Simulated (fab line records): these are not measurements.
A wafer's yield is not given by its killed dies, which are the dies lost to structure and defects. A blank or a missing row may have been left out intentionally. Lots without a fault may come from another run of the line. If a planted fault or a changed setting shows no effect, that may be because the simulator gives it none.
Matching of chambers + flow sky130 + SKY_VIA2_ETCH_15 on rieDiel-01 has 4 sister chambers
The step etches SiO2 in C4F8/O2/Ar, stops on TiN, target depth 546 nm, time 84 s. 4 wafers are shown with their chamber, then 9 later ones without.

== EACH WAFER AND ITS CHAMBER ==
| wafer  | chamber | oesProductAu (a.u.) |
|--------|---------|---------------------|
| L080.4 | 2       | 0.940               |
| L085.5 | 1       | 0.936               |
| L090.1 | 3       | 0.953               |
| L090.5 | 0       | 0.936               |

== WAFERS WITH NO CHAMBER GIVEN ==
| wafer  | oesProductAu (a.u.) |
|--------|---------------------|
| L092.1 | 0.938               |
| L092.2 | 0.940               |
| L092.5 | 0.942               |
| L096.1 | 0.945               |
| L096.3 | 0.932               |
| L096.6 | 0.930               |
| L097.2 | 0.945               |
| L097.3 | 0.940               |
| L097.4 | 0.941               |

== CHAMBER TAKEN BY EACH ==
| wafer  | from the rows above               | in truth |
|--------|-----------------------------------|----------|
| L092.1 | can't be placed: 0 or 1 or 2      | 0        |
| L092.2 | can't be placed: 2 or 0 or 1      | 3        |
| L092.5 | can't be placed: 2 or 0 or 1      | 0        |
| L096.1 | can't be placed: 2 or 3 or 0 or 1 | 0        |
| L096.3 | can't be placed: 0 or 1 or 2      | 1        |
| L096.6 | can't be placed: 0 or 1 or 2      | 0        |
| L097.2 | can't be placed: 2 or 3 or 0 or 1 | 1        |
| L097.3 | can't be placed: 2 or 0 or 1      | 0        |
| L097.4 | can't be placed: 2 or 0 or 1      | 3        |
Placed correctly: 0 of 9. Unplaceable from these rows: 9, with the true chamber sitting among the candidates in 7. Wrongly placed: 0.
How it was worked out, from the rows above alone: a wafer's distance from a chamber is the root of the sum, over the readings, of the square of ((its reading less the chamber's mean) divided by the reading's scatter). If the next closest chamber is less than 2 further off than the closest, the wafer can't be placed; otherwise it belongs to the closest. A chamber's mean is the mean of its shown wafers. The scatter: root of mean squared gap, hidden wafer to nearest shown wafer, with one shown wafer a chamber.
